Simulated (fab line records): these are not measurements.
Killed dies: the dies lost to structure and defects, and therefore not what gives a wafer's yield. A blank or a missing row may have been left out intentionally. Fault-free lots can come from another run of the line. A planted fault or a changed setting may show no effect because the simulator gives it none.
Problem report, 8D (eight disciplines) form, completed by code + flow sfq-line + the parts of the form that need people (team, actions taken, sign-off) are left out

== 1. WHAT IS WRONG ==
Across 4 wafers from 2 lots, M7_NB_RS at SFQ_M7_RS_MEAS_943 averages 0.669 ohm/sq, while fault-free wafers read 0.891 ohm/sq with a standard deviation of 0.0087. That puts it -26 standard deviations away from the usual mean.
The step: measures by four-point-probe.
The first sign was on wafer L984.4 at day 83 10:32, on film-metro-03. The record holds 18 wafers of 6 lots with a number at this step. Rule for "out" (also "out of limits"): further than 4 standard deviations from the usual mean. Any other wafer with a number is counted as sound.

== 2. WHAT IT IS, AND WHAT IT ISN'T ==
| question                    | is                             | is not                                                                         |
|-----------------------------|--------------------------------|--------------------------------------------------------------------------------|
| which readings at this step | M7_NB_RS                       | -                                                                              |
| which lots                  | L984, L986                     | L971, L973, L989, L990                                                         |
| which wafers of those lots  | L984.4, L984.6, L986.1, L986.5 | L984.1, L986.3                                                                 |
| read on which gauges        | film-metro-03                  | film-metro-01                                                                  |
| when                        | from day 83 10:32              | up to then (7 sound wafers); but 7 sound wafers of L986, L989, L990 came after |

== 3. THE SUSPECTS, EACH WITH WHAT RULES IT OUT ==
Counting: a tool at a process step up to the reading stays a suspect if it ran every lot that is out. Sound lots after the first of them don't rule it out here, since some wafers of a struck lot are sound.
- the gauge at SFQ_M7_RS_MEAS_943 has been ruled out. All the wafers that are out were read on film-metro-03, but those of them that SFQ_TRILAYER_M7_ETCH_METAL_ETCH_180 has rows for are out there too, on other tools.
- pvd-sputter-06 at SFQ_TRILAYER_M7_DEP_SPUTTER_175 (material Nb, target thk 200 nm, time 133.3 s): kept. Every lot that is out went through it, the first being L984 (day 83 10:26); the last sound lot it ran before that was L973 (day 77 01:47).
After counting, what remains is pvd-sputter-06 at SFQ_TRILAYER_M7_DEP_SPUTTER_175.

== 4. THE CAUSE (what the simulator had put in) ==
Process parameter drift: pvd-sputter-06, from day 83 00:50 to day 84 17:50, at SFQ_TRILAYER_M7_DEP_SPUTTER_175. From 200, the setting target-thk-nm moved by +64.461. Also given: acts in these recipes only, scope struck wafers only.
Only this tool survived the counting.

== 5. THE EFFECT CHAIN, in route order ==
Each row: a reading whose mean over the struck wafers that have a number lies more than 3 standard deviations from the usual. Only readings whose record carries a usual standard deviation are examined. hours: median over the lots of the time between each lot's start at the first step of this table that gives one and its start at this step. sigmas: the change, counted in usual standard deviations.
| hours | step                                | reading        | usual        | on struck wafers | change | sigmas |
|-------|-------------------------------------|----------------|--------------|------------------|--------|--------|
| 0     | SFQ_M7_RS_MEAS_943                  | M7_NB_RS       | 0.891 ohm/sq | 0.669            | -0.222 | -26    |
| 46    | SFQ_TRILAYER_M7_ETCH_METAL_ETCH_180 | oes-product-au | 0.893 a.u.   | 0.996            | +0.103 | +16    |
The process steps in it:
- SFQ_TRILAYER_M7_ETCH_METAL_ETCH_180: etches Nb in Cl2/Ar, stops on SiO2, target depth 240 nm, time 120 s.
Later measuring or inspecting steps at which every struck wafer that the step has a row for has a number for every such reading, and none has moved that far: SFQ_M7_OVL_MEAS_945, SFQ_I7_BOW_MEAS_946, SFQ_I7_OVL_MEAS_947, SFQ_M8_BOW_MEAS_951.

== 6. HOW IT WOULD HAVE BEEN CAUGHT EARLIER ==
Counted from the fault's start at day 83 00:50, it took 10 hours until the first out-of-limits reading at a measuring or inspecting step in this record, taken at day 83 10:32.
Tool readings at SFQ_TRILAYER_M7_DEP_SPUTTER_175 with a usual standard deviation given in the record: none out on any struck wafer, hence no alarm at a limit of 4 standard deviations on them.
Among the 2 lots that are out, L986 began SFQ_TRILAYER_M7_DEP_SPUTTER_175 on pvd-sputter-06 after day 83 10:32. It would have been spared by a hold on the tool at that moment.
